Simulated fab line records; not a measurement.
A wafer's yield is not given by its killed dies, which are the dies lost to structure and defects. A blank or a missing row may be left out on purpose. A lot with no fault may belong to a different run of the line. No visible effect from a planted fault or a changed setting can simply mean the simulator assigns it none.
Matching of chambers || flow sky130 || cmp-02 running SKY_LI_CONTACT_CMP_02: 4 sister chambers
The step polishes PSG. 7 wafers are shown with their chamber, then 8 later ones without.

## WAFERS WITH THEIR CHAMBER
{"wafer": "L233.3", "chamber": 2, "motor_current_A (A)": 13.3, "time_to_endpoint_s (s)": 29.7}
{"wafer": "L234.2", "chamber": 1, "motor_current_A (A)": 11.6, "time_to_endpoint_s (s)": 36.3}
{"wafer": "L234.5", "chamber": 1, "motor_current_A (A)": 12.1, "time_to_endpoint_s (s)": 39.6}
{"wafer": "L246.1", "chamber": 2, "motor_current_A (A)": 13.1, "time_to_endpoint_s (s)": 31.9}
{"wafer": "L250.2", "chamber": 3, "motor_current_A (A)": 15.5, "time_to_endpoint_s (s)": 37.8}
{"wafer": "L250.6", "chamber": 0, "motor_current_A (A)": 11.7, "time_to_endpoint_s (s)": 29.8}
{"wafer": "L249.3", "chamber": 0, "motor_current_A (A)": 11.1, "time_to_endpoint_s (s)": 29.9}

## WAFERS WITH NO CHAMBER GIVEN
{"wafer": "L249.4", "motor_current_A (A)": 14.7, "time_to_endpoint_s (s)": 32.5}
{"wafer": "L249.6", "motor_current_A (A)": 12.5, "time_to_endpoint_s (s)": 30.8}
{"wafer": "L254.1", "motor_current_A (A)": 14.1, "time_to_endpoint_s (s)": 30.2}
{"wafer": "L254.3", "motor_current_A (A)": 11.1, "time_to_endpoint_s (s)": 36.6}
{"wafer": "L254.4", "motor_current_A (A)": 15.2, "time_to_endpoint_s (s)": 35.4}
{"wafer": "L255.2", "motor_current_A (A)": 10.4, "time_to_endpoint_s (s)": 27.3}
{"wafer": "L255.4", "motor_current_A (A)": 15.6, "time_to_endpoint_s (s)": 35.7}
{"wafer": "L255.5", "motor_current_A (A)": 13.3, "time_to_endpoint_s (s)": 29.7}

## WHICH CHAMBER EACH ONE RAN IN
{"wafer": "L249.4", "from the rows above": "can't be placed: 3 or 2", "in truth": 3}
{"wafer": "L249.6", "from the rows above": "can't be placed: 2 or 0", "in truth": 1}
{"wafer": "L254.1", "from the rows above": 2, "in truth": 2}
{"wafer": "L254.3", "from the rows above": "can't be placed: 1 or 0", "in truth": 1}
{"wafer": "L254.4", "from the rows above": 3, "in truth": 3}
{"wafer": "L255.2", "from the rows above": 0, "in truth": 0}
{"wafer": "L255.4", "from the rows above": 3, "in truth": 3}
{"wafer": "L255.5", "from the rows above": 2, "in truth": 2}
Correctly placed: 5 of 8. Can't be placed from these rows: 3 (the true chamber is among the candidates in 2). Number placed wrongly: 0.
How it was worked out, from the rows above alone: a wafer's distance from a chamber is the root of the sum, over the readings, of the square of ((its reading less the chamber's mean) divided by the reading's scatter). If the next closest chamber is less than 2 further off than the closest, the wafer can't be placed; otherwise it belongs to the closest. Each chamber's mean is taken over the wafers shown for it. The scatter is the square root of a quotient: the sum, over the shown wafers, of each reading's squared deviation from its chamber's mean, divided by wafers minus chambers.
